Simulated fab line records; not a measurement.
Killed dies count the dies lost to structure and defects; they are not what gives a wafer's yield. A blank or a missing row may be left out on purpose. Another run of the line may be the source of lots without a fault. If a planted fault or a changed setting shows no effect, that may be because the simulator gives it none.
Comparing a struck lot with a sound one + flow sky130 + 37 out of 708 route steps
Sound: these wafers, L650.1, L650.3, L650.5. Wafers struck: L657.2, L657.3, L657.5. Last of all comes the cause.
Each step with rows lists, per side, the tool, then ch with its chambers, then its first start. Under that, the readings that differ: sound wafers + struck wafers + difference of the means + sigmas: that difference in standard deviations of wafers without a fault.
alike: same words and numbers on both sides, and readings whose means sit less than 2 such deviations apart. not compared: any withheld reading, any reading some wafer has no value for, any bound like >300 that may hide the same value, and any number with overlapping values for which the record gives no deviation.
A row with sigmas, a row that says differs or no value, or rows on one side alone: a step with any of these is where the two part. When numbers do not overlap yet have no deviation, they are printed without sigmas and do not part them. A reading that every wafer of one side lacks parts them only if that side has two wafers or more.

first, 9 steps without rows for these wafers: SKY_SONOS_ONO_CVD_04 (deposits SiO2 from SiH4/N2O, target thk 5.7199 nm); SKY_SONOS_ONO_DEHYDRATE_06 (time 60 s); SKY_SONOS_ONO_HMDS_07 (prime time 60 s); SKY_SONOS_ONO_COAT_08 (resist thk 1140 nm); SKY_SONOS_ONO_SOFTBAKE_09 (time 60 s); SKY_SONOS_ONO_EXPOSE_10 (exposes mask ONOM, target cd 410 nm); SKY_SONOS_ONO_PEB_11; SKY_SONOS_ONO_DEVELOP_12 (develop time 60 s); SKY_SONOS_ONO_ETCH_15 (etches the open film in CHF3/O2, target depth 19.52 nm, time 7.8 s).
SKY_SONOS_ONO_WET_ETCH_16: etches SiO2 in dHF, target depth 14 nm, time 280 s.
  sound on wet bench-03 ch 0, day 16 13:32; struck on wet bench-03 ch 1, day 18 15:52
| reading                                    | sound             | struck            | difference | sigmas |
|--------------------------------------------|-------------------|-------------------|------------|--------|
| run length s (s)                           | 304 304 304       | 646 646 646       | +342       | +81    |
| model.SiO2_of_FIELD_ISO_CVD_24.thk nm (nm) | 385.1 384.5 384.6 | 365.5 365.2 364.5 | -19.7      |        |
then, 25 steps without rows for these wafers: SKY_SONOS_ONO_STRIP_17 (strips in O2/N2); SKY_SONOS_ONO_WET_ETCH_18 (etches Si3N4 in H3PO4, target depth 15 nm, time 172 s); SKY_GATE_OXIDE_CLEAN_00 (cleans in SC1/SC2, time 150 s); SKY_GATE_OXIDE_OXIDATION_01 (stabilise 600 s, purge 300 s, target thk 10.268 nm); SKY_GATE_OXIDE_DEHYDRATE_03 (time 60 s); SKY_GATE_OXIDE_HMDS_04 (prime time 60 s); SKY_GATE_OXIDE_COAT_05 (resist thk 1140 nm); SKY_GATE_OXIDE_SOFTBAKE_06 (time 60 s); SKY_GATE_OXIDE_EXPOSE_07 (exposes mask LVOM, target cd 600 nm); SKY_GATE_OXIDE_PEB_08; SKY_GATE_OXIDE_DEVELOP_09 (develop time 60 s); SKY_GATE_OXIDE_IMPLANT_11; SKY_GATE_OXIDE_WET_ETCH_12 (etches SiO2 in dHF, target depth 16.8 nm, time 336 s); SKY_GATE_OXIDE_STRIP_13 (strips in O2/N2); SKY_GATE_OXIDE_CLEAN_15 (cleans in SC1/SC2, time 150 s); SKY_GATE_OXIDE_OXIDATION_16 (stabilise 600 s, purge 300 s, target thk 3.57 nm); SKY_POLY_GATE_CVD_00 (deposits poly-Si, target thk 180 nm, time 720 s); SKY_RES_PROTECT_DEHYDRATE_00 (time 60 s); SKY_RES_PROTECT_HMDS_01 (prime time 60 s); SKY_RES_PROTECT_COAT_02 (resist thk 1140 nm); SKY_RES_PROTECT_SOFTBAKE_03 (time 60 s); SKY_RES_PROTECT_EXPOSE_04 (exposes mask RPM, target cd 1270 nm); SKY_RES_PROTECT_PEB_05; SKY_RES_PROTECT_DEVELOP_06 (develop time 60 s); SKY_POLY_GATE_IMPLANT_02.
-- the record jumps here: 15 days lie between the struck wafers' starts before and after (it left off in module POLY_GATE and takes up again in module SALICIDE, whose first step shown is number 361 of the route) --
SKY_SALICIDE_CLEAN_00: cleans in HF-last, time 30 s.
  sound on wet bench-03 ch 3, day 31 20:02; struck on wet bench-02 ch 1, day 33 20:02
| reading                                    | sound             | struck            | difference | sigmas |
|--------------------------------------------|-------------------|-------------------|------------|--------|
| model.SiO2_of_FIELD_ISO_CVD_24.thk nm (nm) | 359.7 359.1 359.3 | 340.3 339.9 339.4 | -19.5      |        |
-- the record jumps here: 16 days lie between the struck wafers' starts before and after (it left off in module SALICIDE and takes up again in module PAD_OPEN, whose first step shown is number 708 of the route) --
SKY_PAD_OPEN_PROBE_99:
  sound on prober-01, day 48 13:40; struck on prober-02, day 50 00:45
| reading                                   | sound                | struck               | difference | sigmas |
|-------------------------------------------|----------------------|----------------------|------------|--------|
| model.etest.cap li to poly.c af um2       | 98.65 98.92 98.48    | 95.07 93.05 94.22    | -4.57      |        |
| model.etest.cap poly to well.c af um2     | 86.6 93.11 89.59     | 97.35 96.4 96.4      | +6.95      |        |
| model.etest.field n.vt v (V)              | 36.64 35.13 36.67    | 34.13 34.18 34.28    | -1.95      |        |
| model.etest.sram nfet pass.off log10 a um | -12.81 -12.67 -12.88 | -12.11 -12.11 -11.79 | +0.78      |        |
| model.etest.nfet_01v8.off log10 a um      | -13.38 -13.39 -13.41 | -13.19 -13.34 -13.15 | +0.17      |        |
| model.etest.sram nfet pass.vt v (V)       | 0.6806 0.6745 0.7024 | 0.6508 0.6417 0.6207 | -0.0481    |        |
| model.etest.sram nfet pass.vt sat v (V)   | 0.5813 0.5754 0.6012 | 0.5532 0.5515 0.5176 | -0.0452    |        |
  alike: killed_at_M0_to_M3, killed_at_M4_up, killed at contacts, killed at front end, killed at other, killed dies, killed open, killed short

== WHERE THEY PART ==
Only at SKY_SONOS_ONO_WET_ETCH_16, as far as this record shows. Later steps at which nothing parts them and some readings are alike: SKY_PAD_OPEN_PROBE_99.

WHY: what the simulator had put in
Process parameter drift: wet bench-03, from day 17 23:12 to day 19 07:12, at SKY_SONOS_ONO_WET_ETCH_16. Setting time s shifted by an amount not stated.
